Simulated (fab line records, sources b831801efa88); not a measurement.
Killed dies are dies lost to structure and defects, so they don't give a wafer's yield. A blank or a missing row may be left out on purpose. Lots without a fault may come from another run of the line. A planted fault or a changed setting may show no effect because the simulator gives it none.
fab line records | flow sky130
record lots=12 wafers=36 last_day=50
route steps=708 shown PWDE@55 VT_ADJUST_HVTP@91 POLY_GATE@229 LDD_HVP@285 PAD_OPEN@708
lots that met no fault: from a run of the same line without faults
start_h: hours from the record's first day to the start of the lot's first wafer shown | wait_h: hours since the lot's step before | " the same as in the row above | L1.1+2: a row that stands for several wafers | - no value, or no start given | * or withheld: withheld | < > ~ a bound
route shown NAME@n: a module of which the file shows steps, and the number in the route of the first | usual: mean/standard deviation of fault-free wafers | same: alike in all rows | chamber/n: place in a boat | sites: the reading at each site | _std_site: their standard deviation | _edge_site: outer sites' mean less inner sites' | radius_mm: how far each site lies from the wafer's centre | mask NAME#n: copy n | behind: the tool/chamber that last shaped the wafer | hold: why the lot was held/for how many hours/how that ended | device: the transistor (n, p or np) that didn't switch | end of line: the same wafers' tests at the end of the route | a step without rows: its recipe alone | killed: dies lost to structure and defects at the first sort, not the wafer's yield | map: a wafer's dies, x killed, . not, _ none there
set.NAME: the setting as run; set.NAME@STEP: as run at that earlier step | model.NAME: the simulator's own value behind a step, which no gauge read
steps of the route over a sample of lots; a table a step, a row a wafer
services: from which hour (start_h, from the record's first day; less than 0 if before it) a tool's chamber was out of use, for how many hours, and why
## steps
# step SKY_PWDE_TW_MEAS_10
# usual PWDE_TW=376.3/1.7
# columns lot.wafer tool chamber start_h wait_h PWDE_TW
L770.3 film_metro-02 - 66.31 0.1 376.2
L770.4 " - " " 376.7
L770.5 " - " " 374.6
L771.3 film_metro-02 - 73.76 0.1 372.3
L771.4 " - " " 375.3
L771.6 " - " " 374.6
L772.1 film_metro-02 - 84.05 0.1 374.1
L772.2 " - " " 374.5
L772.3 " - " " 376.3
L773.2 film_metro-02 - 90.86 0.1 373.1
L773.4 " - " " 375.1
L773.5 " - " " 375.7
L775.4 film_metro-04 - 97.77 0.1 377.9
L775.5 " - " " 378.9
L775.6 " - " " 377.5
L774.2 film_metro-04 - 98.70 0.1 378.3
L774.3 " - " " 378.6
L774.4 " - " " 378.4
L776.2 film_metro-02 - 104.51 0.1 375.7
L776.5 " - " " 377.7
L776.6 " - " " 376.6
L777.2 film_metro-01 - 108.88 0.1 374.0
L777.4 " - " " 372.7
L777.6 " - " " 374.2
L778.3 film_metro-04 - 113.47 0.1 377.5
L778.5 " - " " 377.8
L778.6 " - " " 377.3
L779.3 film_metro-02 - 120.09 0.1 377.9
L779.5 " - " " 377.8
L779.6 " - " " 377.1
L785.3 film_metro-01 - 152.01 0.1 376.6
L785.5 " - " " 375.1
L785.6 " - " " 377.4
L791.2 film_metro-02 - 186.13 0.1 377.7
L791.5 " - " " 376.9
L791.6 " - " " 376.5
# step SKY_VT_ADJUST_HVTP_DEVELOP_06
# recipe resist=NOVOLAK developer=TMAH develop_time_s=60 dev_temp_c=23
# usual chill_plate_temp_C=23.01/0.11
# columns lot.wafer tool chamber start_h wait_h chill_plate_temp_C
L770.3 litho_track-03 0 120.50 0.1 23.21
L770.4 " 0 " " 23.20
L770.5 " 0 " " 22.96
L771.3 litho_track-02 0 129.50 0.1 23.06
L771.4 " 0 " " 22.98
L771.6 " 0 " " 23.07
L772.1 litho_track-04 0 139.96 0.1 23.02
L772.2 " 0 " " 23.09
L772.3 " 0 " " 23.07
L773.2 litho_track-02 0 148.78 0.1 23.08
L773.4 " 0 " " 22.90
L773.5 " 0 " " 22.82
L775.4 litho_track-04 0 155.04 0.1 22.93
L775.5 " 0 " " 22.94
L775.6 " 0 " " 22.97
L774.2 litho_track-02 0 156.28 0.1 22.91
L774.3 " 0 " " 23.03
L774.4 " 0 " " 23.04
L776.2 litho_track-04 0 162.14 0.1 22.93
L776.5 " 0 " " 23.12
L776.6 " 0 " " 22.88
L777.2 litho_track-03 0 167.63 0.1 22.85
L777.4 " 0 " " 22.97
L777.6 " 0 " " 22.99
L778.3 litho_track-02 0 173.15 0.1 23.07
L778.5 " 0 " " 22.98
L778.6 " 0 " " 23.09
L779.3 litho_track-04 0 180.46 0.1 23.14
L779.5 " 0 " " 22.97
L779.6 " 0 " " 23.05
L785.3 litho_track-04 0 215.56 0.1 23.07
L785.5 " 0 " " 23.16
L785.6 " 0 " " 23.08
L791.2 litho_track-02 0 253.08 0.1 23.21
L791.5 " 0 " " 22.98
L791.6 " 0 " " 23.06
# step SKY_VT_ADJUST_HVTP_CD_MEAS_07
# recipe target_cd_nm=380
# usual cd_nm=379.6/2.5
# columns lot.wafer tool chamber start_h wait_h cd_nm
L770.3 cd_sem-01 - 120.64 0.1 380.7
L770.4 " - " " 381.4
L770.5 " - " " 382.1
L771.3 cd_sem-02 - 129.64 0.1 381.0
L771.4 " - " " 381.6
L771.6 " - " " 381.7
L772.1 cd_sem-02 - 140.11 0.1 377.8
L772.2 " - " " 375.9
L772.3 " - " " 378.3
L773.2 cd_sem-02 - 148.92 0.1 378.5
L773.4 " - " " 377.2
L773.5 " - " " 377.9
L775.4 cd_sem-01 - 155.17 0.1 381.2
L775.5 " - " " 379.8
L775.6 " - " " 381.5
L774.2 cd_sem-02 - 156.42 0.1 382.5
L774.3 " - " " 379.9
L774.4 " - " " 383.4
L776.2 cd_sem-01 - 162.28 0.1 382.5
L776.5 " - " " 381.7
L776.6 " - " " 379.6
L777.2 cd_sem-02 - 167.77 0.1 376.7
L777.4 " - " " 379.3
L777.6 " - " " 374.8
L778.3 cd_sem-02 - 173.29 0.1 377.5
L778.5 " - " " 376.6
L778.6 " - " " 378.5
L779.3 cd_sem-01 - 180.60 0.1 378.6
L779.5 " - " " 376.7
L779.6 " - " " 376.8
L785.3 cd_sem-01 - 215.70 0.1 387.2
L785.5 " - " " 389.3
L785.6 " - " " 388.3
L791.2 cd_sem-02 - 253.25 0.2 379.8
L791.5 " - " " 379.0
L791.6 " - " " 379.0
# step SKY_POLY_GATE_ETCH_15
# recipe chemistry=N2/H2 target=BARC ion_energy_ev=200 source_w=500 bias_w=100 pressure_mtorr=30 n2_flow_sccm=100 h2_flow_sccm=200 stop_on=SiO2 time_s=118.5 target_depth_a=1100
# usual drypump_motor_current_A=5.7/0.47 oes_product_au=0.716/0.0048 throttle_valve_pct=13.215/0.0089
# columns lot.wafer tool chamber start_h wait_h drypump_motor_current_A oes_product_au rf_hours_counter_h throttle_valve_pct
L770.3 rie_diel-04 2 363.31 0.0 5.1 0.716 16 13.211
L770.4 " 3 " " 6.1 0.723 6 13.195
L770.5 " 3 " " 6.0 0.706 - 13.219
L771.3 rie_diel-04 2 375.31 0.0 5.1 0.713 16 13.199
L771.4 " 1 " " 5.8 0.703 2 13.216
L771.6 " 3 " " 6.1 0.712 - 13.220
L772.1 rie_diel-03 1 396.91 0.0 5.6 0.713 5 13.216
L772.2 " 3 " " 6.0 0.715 10 13.213
L772.3 " 0 " " 6.2 0.711 9 13.217
L773.2 rie_diel-03 0 409.71 0.0 6.2 0.716 9 13.215
L773.4 " 3 " " 6.0 0.718 10 13.208
L773.5 " 0 " " 6.2 0.716 - 13.208
L775.4 rie_diel-02 0 416.51 0.0 5.4 0.720 77 13.223
L775.5 " 0 " " 5.4 0.717 - 13.201
L775.6 " 1 " " 5.0 0.716 - 13.212
L774.2 rie_diel-04 3 419.39 0.0 6.0 0.714 7 13.229
L774.3 " 1 " " 5.8 0.715 3 13.213
L774.4 " 2 " " 5.1 0.720 17 13.215
L776.2 rie_diel-03 0 427.69 0.0 6.2 0.717 10 13.205
L776.5 " 0 " " 6.2 0.723 - 13.185
L776.6 " 1 " " 5.6 0.719 - 13.208
L777.2 rie_diel-02 2 441.51 0.0 6.0 0.719 21 13.226
L777.4 " 2 " " 6.0 0.702 - 13.212
L777.6 " 3 " " 5.0 0.714 - 13.230
L778.3 rie_diel-02 1 447.11 0.0 5.0 0.714 26 13.222
L778.5 " 2 " " 6.0 0.713 - 13.209
L778.6 " 3 " " 5.0 0.721 - 13.212
L779.3 rie_diel-04 0 453.36 0.0 5.1 0.717 101 13.212
L779.5 " 1 " " 5.8 0.719 - 13.210
L779.6 " 0 " " 5.1 0.710 - 13.218
L785.3 rie_diel-03 2 501.14 0.0 6.2 0.718 16 13.213
L785.5 " 0 " " 6.2 0.722 - 13.224
L785.6 " 1 " " 5.6 0.716 - 13.216
L791.2 rie_diel-02 2 548.44 0.0 6.0 0.722 23 13.211
L791.5 " 0 " " 5.4 0.717 - 13.226
L791.6 " 1 " " 5.0 0.714 - 13.219
# step SKY_LDD_HVP_OVL_MEAS_07
# usual LDD_HVP_OVL=0.3/1.4
# columns lot.wafer tool chamber start_h wait_h LDD_HVP_OVL[nm]
L770.3 overlay-01 - 490.26 0.1 -0.7
L770.4 " - " " -0.9
L770.5 " - " " -0.4
L771.3 overlay-01 - 500.91 0.1 -0.3
L771.4 " - " " 0.6
L771.6 " - " " -2.6
L772.1 overlay-01 - 524.75 0.1 0.3
L772.2 " - " " -1.2
L772.3 " - " " -0.4
L773.2 overlay-01 - 535.59 0.1 -0.4
L773.4 " - " " 0.9
L773.5 " - " " -1.9
L775.4 overlay-02 - 542.52 0.1 2.5
L775.5 " - " " 1.6
L775.6 " - " " 0.8
L774.2 overlay-01 - 546.91 0.1 1.2
L774.3 " - " " 0.8
L774.4 " - " " 1.0
L776.2 overlay-02 - 555.79 0.1 3.4
L776.5 " - " " 2.4
L776.6 " - " " 2.5
L777.2 overlay-01 - 569.16 0.1 -1.1
L777.4 " - " " 1.2
L777.6 " - " " -0.4
L778.3 overlay-01 - 571.84 0.1 -0.2
L778.5 " - " " 0.4
L778.6 " - " " -0.1
L779.3 overlay-02 - 577.66 0.1 -0.6
L779.5 " - " " -0.4
L779.6 " - " " 1.5
L785.3 overlay-01 - 624.21 0.1 -0.6
L785.5 " - " " -1.0
L785.6 " - " " 1.2
L791.2 overlay-01 - 669.06 0.1 -0.2
L791.5 " - " " -0.6
L791.6 " - " " 0.4
# step SKY_PAD_OPEN_PROBE_99
# usual killed_at_M0_to_M3=43/6.9 killed_at_M4_up=3.1/1.8 killed_at_contacts=24/5.1 killed_at_front_end=15/4.8 killed_at_other=0.3/0.48 killed_dies=86/8.9 killed_open=47/6.8 killed_short=39/6.3
# same gross_dies=492 killed_at_back_side=0
# columns lot.wafer tool chamber start_h wait_h killed_at_M0_to_M3 killed_at_M4_up killed_at_contacts killed_at_front_end killed_at_other killed_dies killed_open killed_short
L785.3 prober-02 - 1159.67 0.2 42 2 27 12 1 84 47 37
L785.5 prober-02 - 1159.77 0.2 41 2 14 21 0 78 45 33
L785.6 prober-02 - 1159.82 0.2 48 1 22 12 0 83 44 39
# killed by level:class
L785.3 VIA1:geometric_particle:open=11 LI_CONTACT:geometric_particle:open=9 VIA3:geometric_particle:open=7 CONTACT:geometric_particle:open=6 CONTACT:geometric_particle:short=6 VIA1:geometric_particle:short=6 LOCAL_INTERCONNECT:geometric_particle:short=5 VIA2:geometric_particle:open=5
L785.5 VIA3:geometric_particle:open=9 VIA1:geometric_particle:open=8 CONTACT:geometric_particle:open=7 FIELD_ISO:geometric_particle:open=6 LI_CONTACT:geometric_particle:open=5 METAL2:geometric_particle:short=5 VIA1:geometric_particle:short=5 FIELD_ISO:geometric_particle:short=4
L785.6 VIA1:geometric_particle:open=11 VIA2:geometric_particle:open=9 VIA1:geometric_particle:short=8 LI_CONTACT:geometric_particle:open=7 CONTACT:geometric_particle:open=6 METAL3:geometric_particle:short=6 LOCAL_INTERCONNECT:geometric_particle:short=5 METAL1:geometric_particle:short=4
## services
# columns tool chamber start_h hours kind
rie_diel-03 3 142.78 10.1 repair
rie_diel-03 0 165.96 5.8 repair
rie_diel-04 2 174.30 5.8 repair
rie_diel-02 - 174.45 2.8 pm
rie_diel-02 3 188.00 15.2 repair
rie_diel-03 - 197.16 0.7 repair
rie_diel-03 2 202.73 22.4 repair
rie_diel-04 1 218.17 27.3 repair
rie_diel-04 - 227.60 0.7 repair
rie_diel-04 - 237.15 0.4 repair
rie_diel-03 - 268.95 15.6 pm
rie_diel-04 - 277.11 1.4 repair
rie_diel-04 3 288.27 4.8 repair
rie_diel-02 0 297.53 28.9 repair
rie_diel-02 - 322.08 2.7 repair
rie_diel-02 2 357.06 22.8 repair
rie_diel-03 0 383.79 1.6 repair
rie_diel-03 0 432.56 17.5 repair
rie_diel-04 - 434.17 14.6 pm
rie_diel-02 0 435.25 7.2 repair
rie_diel-04 0 459.46 9.3 repair
rie_diel-03 - 488.35 2.2 repair
rie_diel-03 3 511.23 3.0 repair
rie_diel-03 3 534.69 2.0 repair
## key
first_sign step=SKY_VT_ADJUST_HVTP_CD_MEAS_07 reading=cd_nm direction=up sigmas=3.5 usual=379.6 struck=388.3
effect none on later readings
met_at SKY_VT_ADJUST_HVTP_DEVELOP_06
struck_lots L785
tester_left_out L785
not_acting_at SKY_PWDE_TW_MEAS_10,SKY_POLY_GATE_ETCH_15,SKY_LDD_HVP_OVL_MEAS_07
onset_between 180.46 215.56
fault kind=process_parameter_drift tool=litho_track-04 chamber=- onset_h=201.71 steps=SKY_VT_ADJUST_HVTP_DEVELOP_06 channel=develop_time_s offset=* shape=step end_h=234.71 acts_in=* stated=*
# tester_left_out: of these lots the tester's yield and bins aren't shown, on N5 and GAA mostly nor the transistor test; their killed dies are dies lost to structure and defects alone, not to doping, threshold or leakage, so they don't give the yield
